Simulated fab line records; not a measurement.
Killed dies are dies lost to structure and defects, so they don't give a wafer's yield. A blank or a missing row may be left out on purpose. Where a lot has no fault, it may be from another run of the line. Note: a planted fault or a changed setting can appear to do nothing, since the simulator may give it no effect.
Which tool is to blame? -- flow sky130 -- route of 708 steps, sampled at 1 step: 6 lots, 17 wafers

== WHAT EACH GAUGE READ, for each wafer ==
SKY_SONOS_ONO_THK_MEAS_05.
lot,measured,on,SONOS_ONO_CVD_04_THK (nm)
L981,day 13 02:32,film_metro-01,5.62 5.54 5.62
L983,day 13 16:48,film_metro-02,5.65 5.56
L992,day 16 06:40,film_metro-02,5.71 5.63 5.62
L995,day 17 11:50,film_metro-02,5.76 5.75 5.87
L997,day 17 23:46,film_metro-01,5.71 5.69 5.68
L999,day 18 18:01,film_metro-02,5.63 5.62 5.58

== WHAT TOOL EACH LOT RAN ON (gives the tool, then ch and the chambers of the sampled wafers, and finally the start) ==
There is no process step in the record ahead of these readings.

== THE ANSWER, worked out from the rows above alone ==
Rule: the lots themselves supply what counts as usual. Put in order of their means at a reading, lots are off if they are a third of the lots or fewer, leave a main group of 4 or more, and stand apart from it by a gap of 3 or more times the standard deviation of the main group's means; of several such gaps the widest counts. If all means in a main group match to the digits the tables above print for the reading, that group is not used. A lot without any number at a reading at which 4 lots or more have one is off too. Any other lot the step has rows for is counted as sound.
Nothing can be told from this: no lot is off at any reading shown.

== WHAT THE SIMULATOR HAD PUT IN ==
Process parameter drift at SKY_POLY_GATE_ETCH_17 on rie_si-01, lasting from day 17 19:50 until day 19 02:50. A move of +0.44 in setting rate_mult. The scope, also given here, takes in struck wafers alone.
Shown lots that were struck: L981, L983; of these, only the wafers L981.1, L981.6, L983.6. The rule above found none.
